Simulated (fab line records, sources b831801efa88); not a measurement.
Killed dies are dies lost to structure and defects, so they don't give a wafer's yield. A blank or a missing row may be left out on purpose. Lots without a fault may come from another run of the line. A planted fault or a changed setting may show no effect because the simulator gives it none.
Which tool did it? | flow sky130 | 12 lots, 36 wafers sampled, at 1 step of a route of 708

WHAT THE GAUGES READ, wafer by wafer
SKY_METAL1_CD_MEAS_15: target cd 140 nm.
lot  | measured     | on        | cd_nm (nm)
L074 | day 32 14:56 | cd_sem-02 | 139.2 142.0 139.9
L077 | day 34 09:17 | cd_sem-02 | 138.7 138.3 138.7
L079 | day 37 15:54 | cd_sem-01 | 138.6 139.1 139.7
L083 | day 37 17:41 | cd_sem-01 | 140.0 140.2 140.8
L081 | day 37 19:23 | cd_sem-02 | 138.5 138.6 139.8
L082 | day 37 20:13 | cd_sem-02 | 139.4 140.3 140.7
L088 | day 38 01:35 | cd_sem-02 | 138.2 138.7 138.1
L089 | day 38 03:24 | cd_sem-01 | 140.4 139.7 139.4
L091 | day 38 05:15 | cd_sem-02 | 139.1 139.1 138.8
L093 | day 38 15:10 | cd_sem-01 | 137.3 140.3 138.0
L095 | day 38 20:18 | cd_sem-02 | 142.4 142.4 141.9
L097 | day 39 21:23 | cd_sem-01 | 139.6 140.7 140.5

WHICH TOOL RAN EACH LOT (tool, then ch and the chambers of the sampled wafers, then the start)
The record holds no process step before these readings.

THE ANSWER, worked out from the rows above alone
Rule: what is usual is taken from the lots themselves. Put in order of their means at a reading, lots are off if they are a third of the lots or fewer, leave a main group of 4 or more, and stand apart from it by a gap of 3 or more times the standard deviation of the main group's means; of several such gaps the widest counts. A main group whose means are all the same, to the digits that the tables above print for the reading, isn't used. A lot without any number at a reading at which 4 lots or more have one is off too. The other lots that the step has rows for count as sound.
No lot is off at any reading shown: from this, nothing can be told.

WHAT THE SIMULATOR HAD PUT IN
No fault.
